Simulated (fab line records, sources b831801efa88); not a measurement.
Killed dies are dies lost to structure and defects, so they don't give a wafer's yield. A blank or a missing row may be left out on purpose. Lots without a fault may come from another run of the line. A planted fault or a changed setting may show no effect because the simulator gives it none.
One fault seen from 2 desks | flow sky130 | each desk has only its own numbers; what lay behind them comes last

THE TOOL OWNER'S DESK: implanter-03
The tool's own readings at SKY_SONOS_TUNNEL_IMPLANT_09: means of the sampled wafers that have a number, for each lot that ran on this tool. A lot is out of limits, marked OUT, if its mean lies more than 4 standard deviations from the usual mean; the brackets give that distance.
Columns: A = beam_energy_keV at SKY_SONOS_TUNNEL_IMPLANT_09, usual 20.001; B = beam_on_s at SKY_SONOS_TUNNEL_IMPLANT_09, usual 10.00 s; C = dose_ions_cm2 at SKY_SONOS_TUNNEL_IMPLANT_09, usual 1.0001e+12; D = faraday_current_uA at SKY_SONOS_TUNNEL_IMPLANT_09, usual 5.64
lot  | first seen here | A                        | B     | C          | D
L556 | day 12 04:41    | 20.005                   | 9.93  | 9.9993e+11 | 5.67
L557 | day 12 18:40    | 19.999                   | 10.19 | 1.0002e+12 | 5.52
L558 | day 13 01:52    | 20.000                   | 9.98  | 9.9850e+11 | 5.66
L561 | day 13 22:28    | 22.513 (+99 or more) OUT | 10.08 | 9.9967e+11 | 5.58
L563 | day 14 10:49    | 22.517 (+99 or more) OUT | 9.94  | 1.0014e+12 | 5.67
L564 | day 14 20:59    | 22.519 (+99 or more) OUT | 9.96  | 9.9950e+11 | 5.66
L572 | day 17 13:35    | 20.000                   | 10.05 | 9.9973e+11 | 5.60
L575 | day 18 20:55    | 20.001                   | 9.99  | 1.0005e+12 | 5.65
This desk's finding: out of limits on L561, L563, L564; first on L561, day 13 22:28 (beam_energy_keV at SKY_SONOS_TUNNEL_IMPLANT_09). In limits: L556, L557, L558, L572, L575.

THE METROLOGY DESK
What the gauges read, lot by lot, whatever tool the lot ran on: means of the sampled wafers that have a number. A lot is out of limits, marked OUT, if its mean lies more than 4 standard deviations from the usual mean; the brackets give that distance.
Columns: A = DNWELL_TW at SKY_DNWELL_TW_MEAS_09, usual 1116; B = VT_ADJUST_HVTR_OVL at SKY_VT_ADJUST_HVTR_OVL_MEAS_08, usual 0.1 nm; C = SONOS_ONO_CVD_04_THK at SKY_SONOS_ONO_THK_MEAS_05, usual 5.69 nm
lot  | first seen here | A    | B    | C
L554 | day 3 08:11     | 1122 | 0.3  | 5.52
L556 | day 3 20:14     | 1122 | -1.3 | 5.74
L557 | day 4 04:26     | 1111 | 0.0  | 5.62
L558 | day 4 09:22     | 1128 | 1.1  | 5.57
L561 | day 4 23:56     | 1104 | -0.4 | 5.58
L560 | day 5 00:12     | 1119 | -1.3 | 5.71
L563 | day 5 07:19     | 1120 | 1.1  | 5.66
L564 | day 5 15:16     | 1125 | 1.5  | 5.61
L571 | day 7 04:28     | 1119 | 1.7  | 5.69
L572 | day 7 09:16     | 1115 | -0.8 | 5.79
L573 | day 7 18:56     | 1114 | 0.5  | 5.73
L574 | day 7 21:37     | 1125 | 1.6  | 5.77
L575 | day 8 06:16     | 1122 | 0.9  | 5.78
L576 | day 8 09:07     | 1114 | -1.3 | 5.53
This desk's finding: nothing out of limits on any of the 14 lots.

PUT TOGETHER
The tool owner's desk could have raised an alarm at day 13 22:28, on L561, L563, L564.
The metrology desk saw nothing out of limits.
The metrology desk has L561, L563, L564 on record, within its limits.
Of the lots named, all ran SKY_SONOS_TUNNEL_IMPLANT_09 on implanter-03.

WHAT THE SIMULATOR HAD PUT IN
Process parameter drift: implanter-03, from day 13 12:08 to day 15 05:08, at SKY_SONOS_TUNNEL_IMPLANT_09. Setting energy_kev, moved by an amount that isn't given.
Lots struck among those shown: L561, L563, L564.
Hours from the fault's start to each desk's first reading out of limits: the tool owner's desk, 10.
